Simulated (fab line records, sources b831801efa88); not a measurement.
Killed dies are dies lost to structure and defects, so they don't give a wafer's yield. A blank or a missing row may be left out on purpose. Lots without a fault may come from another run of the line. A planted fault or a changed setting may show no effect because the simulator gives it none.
fab line records | flow gf180mcu | part 2 of 2: steps 29 to 40 of 40
record lots=5 wafers=15 last_day=34
route steps=602 shown VT_IMPLANT@124 MVSD@136 NWELL@137 LVPWELL@138 MVPSD@139 DUAL_GATE@141 POLY_GATE@157
lots that met no fault: from a run of the same line without faults
start_h: hours from the record's first day to the start of the lot's first wafer shown | wait_h: hours since the lot's step before | " the same as in the row above | L1.1+2: a row that stands for several wafers | - no value, or no start given | * or withheld: withheld | < > ~ a bound
route shown NAME@n: a module of which the file shows steps, and the number in the route of the first | usual: mean/standard deviation of fault-free wafers | same: alike in all rows | chamber/n: place in a boat | sites: the reading at each site | _std_site: their standard deviation | _edge_site: outer sites' mean less inner sites' | radius_mm: how far each site lies from the wafer's centre | mask NAME#n: copy n | behind: the tool/chamber that last shaped the wafer | hold: why the lot was held/for how many hours/how that ended | device: the transistor (n, p or np) that didn't switch | end of line: the same wafers' tests at the end of the route | a step without rows: its recipe alone | killed: dies lost to structure and defects at the first sort, not the wafer's yield | map: a wafer's dies, x killed, . not, _ none there
set.NAME: the setting as run; set.NAME@STEP: as run at that earlier step | model.NAME: the simulator's own value behind a step, which no gauge read
lots at some steps of the route; a table a step, a row a wafer
services: from which hour (start_h, from the record's first day; less than 0 if before it) a tool's chamber was out of use, for how many hours, and why
## steps
# step GF_DUAL_GATE_OVL_MEAS_11
# usual DUAL_GATE_OVL=1.1/1.3
# columns lot.wafer tool chamber start_h wait_h DUAL_GATE_OVL[nm]
L074.2 overlay-02 - 176.25 0.1 1.0
L074.4 " - " " 0.1
L074.6 " - " " 1.8
L075.1 overlay-01 - 186.75 0.1 0.4
L075.4 " - " " -0.6
L075.5 " - " " 0.3
L077.1 overlay-01 - 193.95 0.1 2.3
L077.4 " - " " 0.8
L077.6 " - " " 2.3
L091.1 overlay-02 - 297.91 0.1 0.6
L091.5 " - " " 1.7
L091.6 " - " " 1.8
L097.1 overlay-02 - 340.16 0.1 1.6
L097.4 " - " " 0.4
L097.6 " - " " -0.4
# step GF_DUAL_GATE_WET_ETCH_12
# recipe chemistry=dHF target_depth_nm=13 dry=n2_spin target=SiO2 temp_c=25 dilution=100:1 time_s=260
# columns lot.wafer tool chamber start_h wait_h
L074.2+4+6 wet_bench-02 2 176.28 0.0
L075.1+4+5 wet_bench-04 2 186.78 0.0
L077.1+4+6 wet_bench-02 0 193.98 0.0
L091.1+5+6 wet_bench-03 2 297.94 0.0
L097.1+4+6 wet_bench-02 1 340.19 0.0
# step GF_DUAL_GATE_STRIP_13
# recipe chemistry=O2/N2 power_w=1400 pressure_mtorr=1500 platen_temp_c=250 o2_flow_sccm=3000 n2_flow_sccm=300 overash_fraction=0.5
# usual drypump_motor_current_A=5.6/0.34 heater_power_w=340/27 o2_flow_sccm=3002/8.9 oes_product_au=0.716/0.0044 strip_time_to_endpoint_s=12.62/0.038
# columns lot.wafer tool chamber start_h wait_h drypump_motor_current_A heater_power_w o2_flow_sccm oes_product_au rf_hours_counter_h strip_time_to_endpoint_s
L074.2 plasma_asher-04 1 176.37 0.0 5.5 321 3010 0.713 36 12.62
L074.4 " 1 " " 5.6 329 3015 0.716 - 12.62
L074.6 " 0 " " 6.1 367 2989 0.713 - 12.66
L075.1 plasma_asher-04 0 186.87 0.0 6.1 374 3011 0.720 37 12.58
L075.4 " 1 " " 5.6 326 3008 0.703 - 12.57
L075.5 " 0 " " 6.1 366 2979 0.722 - 12.60
L077.1 plasma_asher-04 1 194.07 0.0 5.6 321 2998 0.716 38 12.61
L077.4 " 1 " " 5.6 323 2995 0.711 - 12.62
L077.6 " 1 " " 5.6 327 3001 0.710 - 12.60
L091.1 plasma_asher-04 0 298.02 0.0 6.1 372 2999 0.723 48 12.62
L091.5 " 0 " " 6.1 373 2993 0.712 - 12.56
L091.6 " 1 " " 5.5 320 3002 0.717 - 12.63
L097.1 plasma_asher-01 0 340.35 0.0 5.0 298 3004 0.715 66 12.63
L097.4 " 0 " " 5.0 299 3012 0.723 - 12.62
L097.6 " 0 " " 5.0 300 3014 0.719 - 12.62
# step GF_DUAL_GATE_CLEAN_14
# recipe chemistry=SC1/SC2 mix=1:4:20 temp_c=70 time_s=150 dry=n2_spin
# columns lot.wafer tool chamber start_h wait_h
L074.2+4+6 wet_bench-03 3 176.47 0.1
L075.1+4+5 wet_bench-02 3 186.97 0.1
L077.1+4+6 wet_bench-03 1 194.17 0.1
L091.1+5+6 wet_bench-04 0 298.12 0.1
L097.1+4+6 wet_bench-04 3 340.45 0.1
# step GF_DUAL_GATE_OXIDATION_15
# recipe temp_c=850 ambient=O2 stabilise_s=600 purge_s=300 target_thk_a=70.98 ox_time_s=1995
# columns lot.wafer tool chamber start_h wait_h
L074.2+4+6 furnace-02 0 178.91 2.4
L075.1+4+5 furnace-02 0 187.02 0.0
L077.1+4+6 furnace-01 0 194.53 0.3
L091.1+5+6 furnace-02 0 298.18 0.0
L097.1+4+6 furnace-01 0 342.17 1.7
# step GF_POLY_GATE_CVD_00
# recipe material=poly-Si target_thk_nm=200 temp_c=620 time_s=1200 pressure_mtorr=200
# columns lot.wafer tool chamber start_h wait_h
L074.2+4+6 lpcvd-01 1 181.22 0.8
L075.1+4+5 lpcvd-01 0 188.57 0.0
L077.1+4+6 lpcvd-01 0 196.08 0.0
L091.1+5+6 lpcvd-02 1 299.74 0.0
L097.1+4+6 lpcvd-01 0 343.78 0.1
# step GF_POLY_GATE_THK_MEAS_01
# recipe reads=poly-Si_of_POLY_GATE_CVD_00
# usual POLY_GATE_CVD_00_THK=200.3/2
# columns lot.wafer tool chamber start_h wait_h POLY_GATE_CVD_00_THK[nm]
L074.2 film_metro-03 - 182.56 0.0 204.7
L074.4 " - " " 202.4
L074.6 " - " " 203.4
L075.1 film_metro-04 - 189.91 0.0 197.3
L075.4 " - " " 196.1
L075.5 " - " " 196.4
L077.1 film_metro-03 - 197.41 0.0 200.9
L077.4 " - " " 201.6
L077.6 " - " " 200.1
L091.1 film_metro-03 - 301.07 0.0 202.4
L091.5 " - " " 204.4
L091.6 " - " " 205.3
L097.1 film_metro-03 - 345.12 0.0 202.8
L097.4 " - " " 204.2
L097.6 " - " " 203.3
# step GF_POLY_GATE_DEHYDRATE_02
# recipe temp_c=200 time_s=60
# usual exhaust_pa=45.0/0.93
# columns lot.wafer tool chamber start_h wait_h exhaust_pa
L074.2 litho_track-01 0 190.38 7.8 45.8
L074.4 " 0 " " 46.2
L074.6 " 0 " " 45.6
L075.1 litho_track-04 0 197.85 7.9 45.1
L075.4 " 0 " " 45.5
L075.5 " 0 " " 45.4
L077.1 litho_track-03 0 204.55 7.1 44.2
L077.4 " 0 " " 45.1
L077.6 " 0 " " 46.2
L091.1 litho_track-03 0 310.75 9.7 44.3
L091.5 " 0 " " 43.4
L091.6 " 0 " " 46.0
L097.1 litho_track-04 0 355.30 10.2 44.4
L097.4 " 0 " " 44.7
L097.6 " 0 " " 45.3
# step GF_POLY_GATE_HMDS_03
# recipe prime_time_s=60 prime_temp_c=120
# usual exhaust_pa=45.1/0.89
# columns lot.wafer tool chamber start_h wait_h exhaust_pa
L074.2 litho_track-01 0 190.53 0.1 45.1
L074.4 " 0 " " 45.0
L074.6 " 0 " " 45.3
L075.1 litho_track-04 0 198.00 0.1 47.1
L075.4 " 0 " " 46.8
L075.5 " 0 " " 45.3
L077.1 litho_track-03 0 204.70 0.1 43.7
L077.4 " 0 " " 45.7
L077.6 " 0 " " 45.9
L091.1 litho_track-03 0 310.90 0.1 43.9
L091.5 " 0 " " 44.0
L091.6 " 0 " " 44.8
L097.1 litho_track-04 0 355.45 0.1 45.2
L097.4 " 0 " " 46.1
L097.6 " 0 " " 44.9
# step GF_POLY_GATE_COAT_04
# recipe resist=BARC temp_c=withheld time_s=withheld spin_rpm=withheld resist_thk_nm=withheld
# usual exhaust_pa=44.8/0.83
# columns lot.wafer tool chamber start_h wait_h exhaust_pa
L074.2 litho_track-01 0 190.68 0.1 43.6
L074.4 " 0 " " 44.4
L074.6 " 0 " " 44.2
L075.1 litho_track-04 0 198.15 0.1 45.2
L075.4 " 0 " " 44.8
L075.5 " 0 " " 45.9
L077.1 litho_track-03 0 204.85 0.1 45.7
L077.4 " 0 " " 44.7
L077.6 " 0 " " 46.3
L091.1 litho_track-03 0 311.05 0.1 45.8
L091.5 " 0 " " 46.1
L091.6 " 0 " " 45.4
L097.1 litho_track-04 0 355.60 0.1 44.8
L097.4 " 0 " " 43.1
L097.6 " 0 " " 43.7
# step GF_POLY_GATE_COAT_05
# recipe resist=KrF spin_rpm=withheld resist_thk_nm=700
# usual exhaust_pa=45.0/0.81
# columns lot.wafer tool chamber start_h wait_h exhaust_pa
L074.2 litho_track-01 0 - - 46.0
L074.4 " 0 " " 45.2
L074.6 " 0 " " 44.9
L075.1 litho_track-04 0 - - 44.9
L075.4 " 0 " " 45.4
L075.5 " 0 " " 45.0
L077.1 litho_track-03 0 - - 44.6
L077.4 " 0 " " 45.5
L077.6 " 0 " " 44.8
L091.1 litho_track-03 0 - - 45.5
L091.5 " 0 " " 44.0
L091.6 " 0 " " 44.9
L097.1 litho_track-04 0 - - 44.5
L097.4 " 0 " " 44.6
L097.6 " 0 " " 45.9
# step GF_POLY_GATE_SOFTBAKE_06
# recipe temp_c=130 time_s=60 resist=KrF
# usual exhaust_pa=45.0/1.1
# columns lot.wafer tool chamber start_h wait_h exhaust_pa
L074.2 litho_track-01 0 - - 45.9
L074.4 " 0 " " 44.8
L074.6 " 0 " " 45.5
L075.1 litho_track-04 0 - - 45.1
L075.4 " 0 " " 45.6
L075.5 " 0 " " 45.5
L077.1 litho_track-03 0 - - 46.2
L077.4 " 0 " " 46.1
L077.6 " 0 " " 46.9
L091.1 litho_track-03 0 - - 47.6
L091.5 " 0 " " 47.4
L091.6 " 0 " " 47.1
L097.1 litho_track-04 0 - - 45.2
L097.4 " 0 " " 45.3
L097.6 " 0 " " 43.2
## services
# columns tool chamber start_h hours kind
wet_bench-02 - 127.06 4.4 pm
iline_stepper-01 - 129.36 0.8 repair
plasma_asher-04 - 139.99 14.6 pm
iline_stepper-01 - 144.83 3.2 repair
wet_bench-02 - 156.75 1.2 repair
iline_stepper-02 - 157.84 1.7 pm
furnace-02 - 161.02 3.1 pm
furnace-01 - 164.56 6.7 pm
furnace-01 - 171.26 3.7 pm
wet_bench-03 - 172.81 1.9 pm
rtp_anneal-02 - 180.15 8.3 pm
wet_bench-02 - 230.72 17.4 repair
iline_stepper-01 - 244.29 1.7 pm
plasma_asher-01 - 246.54 2.0 repair
furnace-02 - 262.41 3.5 pm
plasma_asher-04 - 263.81 2.8 pm
wet_bench-04 - 275.33 2.4 repair
lpcvd-01 - 318.46 2.8 pm
furnace-02 - 329.91 2.9 pm
plasma_asher-04 - 338.57 2.6 repair
furnace-01 - 338.82 3.3 pm
wet_bench-03 - 345.73 3.0 repair
iline_stepper-01 - 353.34 2.0 repair
iline_stepper-02 - 355.29 2.1 pm
